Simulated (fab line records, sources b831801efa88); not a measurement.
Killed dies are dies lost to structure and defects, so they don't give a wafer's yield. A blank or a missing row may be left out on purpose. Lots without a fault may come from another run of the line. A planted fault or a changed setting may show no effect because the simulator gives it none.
Problem report in the 8D (eight disciplines) form, filled by code | flow gf180mcu | the parts of the form that need people (team, actions taken, sign-off) are left out

1. THE PROBLEM
PASSIVATION_CVD_02_THK at GF_PASSIVATION_THK_MEAS_03 reads a mean of 1187 nm on 2 wafers of 2 lots; wafers without a fault read 698 nm with a standard deviation of 8.8. That is +56 standard deviations from the usual mean.
First seen on wafer L718.1, day 32 18:11, on film_metro-03. The record holds 39 wafers of 13 lots with a number at this step. Rule for "out", or "out of limits": more than 4 standard deviations from the usual mean. The other wafers with a number count as sound.

2. WHAT IT IS AND WHAT IT IS NOT
question                    | is                           | is not
which readings at this step | PASSIVATION_CVD_02_THK       | -
which lots                  | L718, L719                   | L704, L706, L708, L710, L711, L712, L713, L714, L717, L721, L726
which wafers of those lots  | L718.1, L719.5               | L718.3, L718.4, L719.1, L719.3
read on which gauges        | film_metro-02, film_metro-03 | film_metro-01
when                        | from day 32 18:11            | up to then (29 sound wafers); but 8 sound wafers of L719, L721, L726 came after

3. SUSPECTS, AND WHAT RULES EACH OUT
Counting: a tool at a process step up to the reading stays a suspect if it ran every lot that is out. Sound lots after the first of them don't rule it out here, since some wafers of a struck lot are sound.
- the gauge at GF_PASSIVATION_THK_MEAS_03: ruled out. The wafers that are out were read on 2 gauges (film_metro-02, film_metro-03).
- pvd_sputter-03 at GF_MIM_SPUTTER_09 (material TiN, target thk 35 nm, time 29.2 s): kept. It ran every lot that is out, first L718 (day 29 14:29); its last sound lot up to then is L717 (day 29 02:11).
- pecvd-03 at GF_PASSIVATION_CVD_02 (deposits Si3N4, target thk 700 nm, time 486.18 s): kept. It ran every lot that is out, first L718 (day 32 17:54); its last sound lot up to then is L714 (day 31 16:19).
- Within pecvd-03 at GF_PASSIVATION_CVD_02: the wafers that are out ran in chamber 1; their sound lot-mates ran in chambers 0, 2.
Left after counting: pvd_sputter-03 at GF_MIM_SPUTTER_09, pecvd-03 at GF_PASSIVATION_CVD_02.

4. THE CAUSE (what the simulator had put in)
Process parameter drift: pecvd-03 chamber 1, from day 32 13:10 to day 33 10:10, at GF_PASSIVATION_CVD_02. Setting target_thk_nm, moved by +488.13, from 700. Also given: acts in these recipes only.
Counting left 2 suspects, and this tool is among them.

5. THE CHAIN OF EFFECTS, in route order
Each row: a reading whose mean over the struck wafers that have a number lies more than 3 standard deviations from the usual. Only readings for which the record gives a usual standard deviation are gone through. hours: the time from each lot's start at the first step in this table that gives one to its start at this step, as a median over the lots. sigmas: the change in usual standard deviations.
hours | step                       | reading                | usual  | on struck wafers | change | sigmas
0     | GF_PASSIVATION_THK_MEAS_03 | PASSIVATION_CVD_02_THK | 698 nm | 1187             | +489   | +56
17    | GF_PASSIVATION_PROBE_99    | defect_limited_yield   | 90.2 % | 0.0              | -90.2  | -64
17    | GF_PASSIVATION_PROBE_99    | killed_at_other        | 0.0    | 448.5            | +448.5 | +99 or more
17    | GF_PASSIVATION_PROBE_99    | killed_dies            | 48     | 492              | +444   | +64
17    | GF_PASSIVATION_PROBE_99    | killed_on_rim          | 9.2    | 96.0             | +86.8  | +35
17    | GF_PASSIVATION_PROBE_99    | sort_bin_5_function    | 5.7 %  | 96.7             | +91.0  | +91
17    | GF_PASSIVATION_PROBE_99    | sort_n_pass            | 444    | 0                | -444   | -64
17    | GF_PASSIVATION_PROBE_99    | sort_yield_pct         | 90.2 % | 0.0              | -90.2  | -64
The process steps in it:
- GF_PASSIVATION_PROBE_99

6. WHAT WOULD HAVE CAUGHT IT SOONER
In this record the first reading out of limits at a measuring or inspecting step was taken at day 32 18:11, 5 hours after the fault began at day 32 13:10.
Of the tool readings at GF_PASSIVATION_CVD_02 for which the record gives a usual standard deviation, none was out on any struck wafer, so an alarm limit of 4 standard deviations on them would not have fired.
Of the lots that are out (2), L719 began GF_PASSIVATION_CVD_02 on pecvd-03 after day 32 18:11. A hold on the tool at that time would have spared it.
